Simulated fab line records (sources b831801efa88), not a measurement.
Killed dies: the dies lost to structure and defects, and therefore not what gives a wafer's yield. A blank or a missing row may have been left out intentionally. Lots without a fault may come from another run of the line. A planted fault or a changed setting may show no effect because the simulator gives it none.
2 desks looking at one fault -- flow gf180mcu -- only its own numbers are on each desk; what lay behind them is given at the end

== METROLOGY DESK ==
What the gauges read for every lot (on any tool): the sampled wafers with a number, averaged. Any lot whose mean is over 4 standard deviations away from the usual mean is out of limits and marked OUT; that distance is given in the brackets.
Columns: A = V3_CVD_00_THK at GF_V3_THK_MEAS_01, usual 598 nm
lot,first seen here,A
L286,day 21 05:31,605
L287,day 21 17:07,595
L290,day 22 21:25,600
L291,day 23 05:52,597
L292,day 23 10:19,601
L293,day 23 20:17,595
L295,day 24 16:49,587
L300,day 26 08:49,702 (+13) OUT
L301,day 26 13:28,592
L307,day 28 09:49,589
L308,day 28 15:01,595
L309,day 28 21:41,605
This desk's finding: out of limits on L300; first on L300, day 26 08:49 (V3_CVD_00_THK at GF_V3_THK_MEAS_01). Within limits: L286, L287, L290, L291, L292, L293, L295, L301, L307, L308, L309.

== AT THE TOOL OWNER'S DESK: hdpcvd-02 ==
The tool's own readings at GF_V3_CVD_00 (deposits SiO2, target thk 600 nm, time 100 s): means of the sampled wafers that have a number, for each lot that ran on this tool. Any lot whose mean is over 4 standard deviations away from the usual mean is out of limits and marked OUT; that distance is given in the brackets.
Columns: A = sih4 flow sccm at GF_V3_CVD_00, usual 60.01 sccm; B = susceptor temp C at GF_V3_CVD_00, usual 399.99 C
lot,first seen here,A,B
L286,day 21 05:26,60.18,400.19
L287,day 21 17:01,59.96,400.09
L290,day 22 21:20,60.05,399.77
L300,day 26 08:44,69.84 (+58) OUT,399.92
L309,day 28 21:37,59.90,400.09
Finding of this desk: L300 out of limits; the first was L300 at day 26 08:44, on sih4 flow sccm at GF_V3_CVD_00. Within limits: L286, L287, L290, L309.

== TAKEN TOGETHER ==
On L300, at day 26 08:44, an alarm was possible from the tool owner's desk.
The metrology desk could have raised an alarm at day 26 08:49, on L300.
On hdpcvd-02, each named lot ran GF_V3_CVD_00.

== WHAT THE SIMULATOR PUT IN ==
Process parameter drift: hdpcvd-02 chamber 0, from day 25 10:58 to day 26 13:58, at GF_V3_CVD_00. Setting sih4 flow sccm shifted by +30 from 60. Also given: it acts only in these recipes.
Struck lots among those shown: L300.
Fault start to first reading out of limits, in hours, per desk: tool owner, 22; metrology, 22.
